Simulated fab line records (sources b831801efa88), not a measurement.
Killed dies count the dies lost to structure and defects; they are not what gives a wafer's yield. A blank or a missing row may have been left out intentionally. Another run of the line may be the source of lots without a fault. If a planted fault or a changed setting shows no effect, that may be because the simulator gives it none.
Which of the tools did it?	flow gf180mcu	6 lots, 18 wafers sampled, at 3 steps of a route of 602

## WHAT EACH GAUGE READ, for each wafer
GF_PSD_TW_MEAS_11.
lot	measured	on	PSD_TW
L278	day 15 06:00	film-metro-01	3169 3185 3193
L281	day 16 09:40	film-metro-01	30 30 30 30 30 30
L283	day 17 01:56	film-metro-01	3176 3178 3176
L291	day 19 22:33	film-metro-03	3152 3151 3165
L295	day 21 09:19	film-metro-01	3178 3184 3187
L298	day 22 08:57	film-metro-01	3204 3175 3203

## EACH LOT AND THE TOOL THAT RAN IT (in order: tool; ch and the chambers of the sampled wafers; start)
lot	GF_NSD_STRIP_11	GF_PSD_STRIP_10
L278	plasma-asher-01 ch 0,1, day 14 07:52	plasma-asher-01 ch 0,1, day 15 05:54
L281	plasma-asher-03 ch 0,1, day 15 11:10	plasma-asher-03 ch 0,1, day 16 09:34
L283	plasma-asher-03 ch 0,1, day 16 03:06	plasma-asher-02 ch 0,1, day 17 01:51
L291	plasma-asher-01 ch 0,1, day 18 22:34	plasma-asher-01 ch 0,1, day 19 22:27
L295	plasma-asher-04 ch 0,1, day 20 08:52	plasma-asher-03 ch 0,1, day 21 09:12
L298	plasma-asher-03 ch 0, day 21 08:37	plasma-asher-02 ch 0,1, day 22 08:51
- GF_NSD_STRIP_11: strips in O2/N2.
- GF_PSD_STRIP_10: strips in O2/N2.

## THE ANSWER, worked out from the rows above alone
Rule: usual is defined by the lots themselves. The widest of any qualifying gaps counts: lots, ordered by their means at a reading, are off when they make up no more than a third of the lots, leave a main group of 4 or more, and stand apart from it by 3 or more times the standard deviation of that group's means. Not used: any main group whose means are identical at the precision the tables above print for the reading. A lot without any number at a reading at which 4 lots or more have one is off too. All remaining lots with rows at the step are treated as sound.
Off: at GF_PSD_TW_MEAS_11 (PSD_TW), L281. Mean 3178 and standard deviation 13 in the main group.
If a tool, at a process step before that reading, ran all the lots that are off and no sound lot after the first of them, it fits. Those tools and the gauges at GF_PSD_TW_MEAS_11 are tried in the same way. Of those tried, none fits.

## WHAT THE SIMULATOR HAD PUT IN
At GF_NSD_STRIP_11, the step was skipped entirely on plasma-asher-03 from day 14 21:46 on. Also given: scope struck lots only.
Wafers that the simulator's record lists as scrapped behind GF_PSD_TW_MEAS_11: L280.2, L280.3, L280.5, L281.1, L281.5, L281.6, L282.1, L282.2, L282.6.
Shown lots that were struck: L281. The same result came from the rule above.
